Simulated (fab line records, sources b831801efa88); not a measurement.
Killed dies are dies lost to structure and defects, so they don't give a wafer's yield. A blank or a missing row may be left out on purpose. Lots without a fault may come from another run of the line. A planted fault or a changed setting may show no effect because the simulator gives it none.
Which tool did it? | flow sky130 | 13 lots, 39 wafers sampled, at 4 steps of a route of 708

WHAT THE GAUGES READ, wafer by wafer
SKY_SD_N_RS_MEAS_17: measures by four-point-probe. Usual: SD_P_RS 147.1 ohm/sq, standard deviation 0.33.
lot  | measured     | on            | SD_P_RS (ohm/sq)  | flag
L148 | day 28 12:44 | film_metro-04 | 147.2 147.5 147.5 |
L149 | day 29 00:19 | film_metro-02 | 147.2 147.4 147.1 |
L156 | day 30 18:38 | film_metro-03 | 147.0 147.4 147.5 |
L157 | day 31 08:05 | film_metro-02 | 146.5 146.9 147.1 |
L158 | day 31 13:47 | film_metro-02 | 147.0 146.5 147.2 |
L159 | day 32 01:08 | film_metro-03 | 146.7 147.7 147.2 |
L161 | day 32 15:13 | film_metro-02 | 146.6 147.3 147.1 |
L163 | day 33 04:50 | film_metro-04 | 146.6 147.0 147.2 |
L165 | day 34 06:22 | film_metro-04 | 147.2 147.4 147.6 |
L166 | day 34 13:44 | film_metro-04 | 146.9 147.5 146.9 |
L168 | day 34 19:56 | film_metro-03 | 147.3 146.7 146.8 |
L169 | day 35 03:05 | film_metro-02 | 147.1 147.3 147.0 |
L170 | day 35 11:05 | film_metro-02 | 147.3 147.2 147.1 |

SKY_LI_CONTACT_OVL_MEAS_13. Usual: LI_CONTACT_OVL 0 nm, standard deviation 5.3.
lot  | measured     | on         | LI_CONTACT_OVL (nm) | flag
L148 | day 29 17:58 | overlay-01 | 1 5 4               |
L149 | day 30 05:56 | overlay-01 | 3 1 3               |
L156 | day 31 23:25 | overlay-01 | 3 2 1               |
L157 | day 32 12:11 | overlay-02 | -5 -4 4             |
L158 | day 32 16:58 | overlay-01 | -2 -4 -3            |
L159 | day 33 05:50 | overlay-01 | -10 1 -9            |
L161 | day 33 19:14 | overlay-01 | -13 -7 -15          |
L163 | day 34 08:14 | overlay-01 | -3 -8 -2            |
L165 | day 35 09:41 | overlay-01 | -8 1 4              |
L166 | day 35 16:59 | overlay-01 | 3 3 0               |
L168 | day 35 23:05 | overlay-01 | -2 -12 -6           |
L169 | day 36 05:58 | overlay-02 | -1 6 -5             |
L170 | day 36 13:52 | overlay-01 | 3 8 2               |

WHICH TOOL RAN EACH LOT (tool, then ch and the chambers of the sampled wafers, then the start)
lot  | SKY_SD_N_STRIP_11                    | SKY_LI_CONTACT_SOFTBAKE_08
L148 | plasma_asher-02 ch 0,1, day 28 12:12 | litho_track-01 ch 0, day 29 03:00
L149 | plasma_asher-02 ch 0,1, day 28 23:48 | litho_track-04 ch 0, day 29 15:00
L156 | plasma_asher-01 ch 0,1, day 30 18:08 | litho_track-02 ch 0, day 31 09:00
L157 | plasma_asher-02 ch 0,1, day 31 07:34 | litho_track-04 ch 0, day 31 22:00
L158 | plasma_asher-03 ch 0,1, day 31 13:17 | litho_track-04 ch 0, day 32 03:00
L159 | plasma_asher-03 ch 0,1, day 32 00:38 | litho_track-04 ch 0, day 32 15:00
L161 | plasma_asher-03 ch 0,1, day 32 14:43 | litho_track-01 ch 0, day 33 05:00
L163 | plasma_asher-03 ch 0,1, day 33 04:20 | litho_track-02 ch 0, day 33 18:00
L165 | plasma_asher-02 ch 0,1, day 34 05:51 | litho_track-01 ch 0, day 34 20:00
L166 | plasma_asher-02 ch 0,1, day 34 13:12 | litho_track-01 ch 0, day 35 03:00
L168 | plasma_asher-02 ch 0,1, day 34 19:25 | litho_track-01 ch 0, day 35 10:00
L169 | plasma_asher-03 ch 0,1, day 35 02:34 | litho_track-02 ch 0, day 35 17:00
L170 | plasma_asher-01 ch 0,1, day 35 10:35 | litho_track-04 ch 0, day 36 00:00
- SKY_SD_N_STRIP_11: strips in O2/N2.
- SKY_LI_CONTACT_SOFTBAKE_08: time 90 s.

WHAT THE TOOLS THEMSELVES READ (means of the sampled wafers that have a number; where no wafer has one, the mark that the record gives instead)
SKY_SD_N_STRIP_11. Usual: drypump_motor_current_A 5.72 A, standard deviation 0.23; oes_product_au 0.527 a.u., standard deviation 0.0047; strip_time_to_endpoint_s 22.55 s, standard deviation 0.039.
lot  | tool            | drypump_motor_current_A (A) | oes_product_au (a.u.) | strip_time_to_endpoint_s (s) | flag
L148 | plasma_asher-02 | 5.52                        | 0.531                 | 22.52                        |
L149 | plasma_asher-02 | 5.47                        | 0.529                 | 22.59                        |
L156 | plasma_asher-01 | 5.69                        | 0.525                 | 22.60                        |
L157 | plasma_asher-02 | 5.53                        | 0.525                 | 22.54                        |
L158 | plasma_asher-03 | 5.94                        | 0.527                 | 22.56                        |
L159 | plasma_asher-03 | 5.94                        | 0.530                 | 22.53                        |
L161 | plasma_asher-03 | 5.93                        | 0.527                 | 22.52                        |
L163 | plasma_asher-03 | 5.95                        | 0.524                 | 22.51                        |
L165 | plasma_asher-02 | 5.48                        | 0.526                 | 22.61                        |
L166 | plasma_asher-02 | 5.52                        | 0.526                 | 22.56                        |
L168 | plasma_asher-02 | 5.52                        | 0.524                 | 22.52                        |
L169 | plasma_asher-03 | 5.95                        | 0.520                 | 22.51                        |
L170 | plasma_asher-01 | 5.71                        | 0.528                 | 22.51                        |

SKY_LI_CONTACT_SOFTBAKE_08. Usual: heater_power_total_W 57.36 W, standard deviation 0.12; plate_temp_C 99.99 C, standard deviation 0.12.
lot  | tool           | heater_power_total_W (W) | plate_temp_C (C) | flag
L148 | litho_track-01 | 57.35                    | 99.90            |
L149 | litho_track-04 | 57.38                    | 99.98            |
L156 | litho_track-02 | 57.28                    | 100.03           |
L157 | litho_track-04 | 57.40                    | 100.02           |
L158 | litho_track-04 | 56.72                    | 99.47            | OFF
L159 | litho_track-04 | 56.80                    | 99.35            | OFF
L161 | litho_track-01 | 57.42                    | 99.83            |
L163 | litho_track-02 | 57.25                    | 100.16           |
L165 | litho_track-01 | 57.43                    | 99.86            |
L166 | litho_track-01 | 57.48                    | 100.03           |
L168 | litho_track-01 | 57.22                    | 99.91            |
L169 | litho_track-02 | 57.28                    | 100.05           |
L170 | litho_track-04 | 57.41                    | 99.83            |

THE ANSWER, worked out from the rows above alone
Rule: a lot is off if the mean of its wafers that have a number lies more than 3 standard deviations from the usual mean. A lot without any number at a reading at which 4 lots or more have one is off too. The other lots that the step has rows for count as sound. The gauges are gone through in route order, then the tools' own readings, and for those a lot's mean is taken as printed above. The first step at which some lot is off is used, and at that step the reading that is off furthest; a lot without a number counts as furthest.
Off: L158, L159, at SKY_LI_CONTACT_SOFTBAKE_08 (heater_power_total_W).
A tool fits if, at that step or a process step before it, it ran every lot that is off, and no sound lot after the first of them. None of those tried fits.

WHAT THE SIMULATOR HAD PUT IN
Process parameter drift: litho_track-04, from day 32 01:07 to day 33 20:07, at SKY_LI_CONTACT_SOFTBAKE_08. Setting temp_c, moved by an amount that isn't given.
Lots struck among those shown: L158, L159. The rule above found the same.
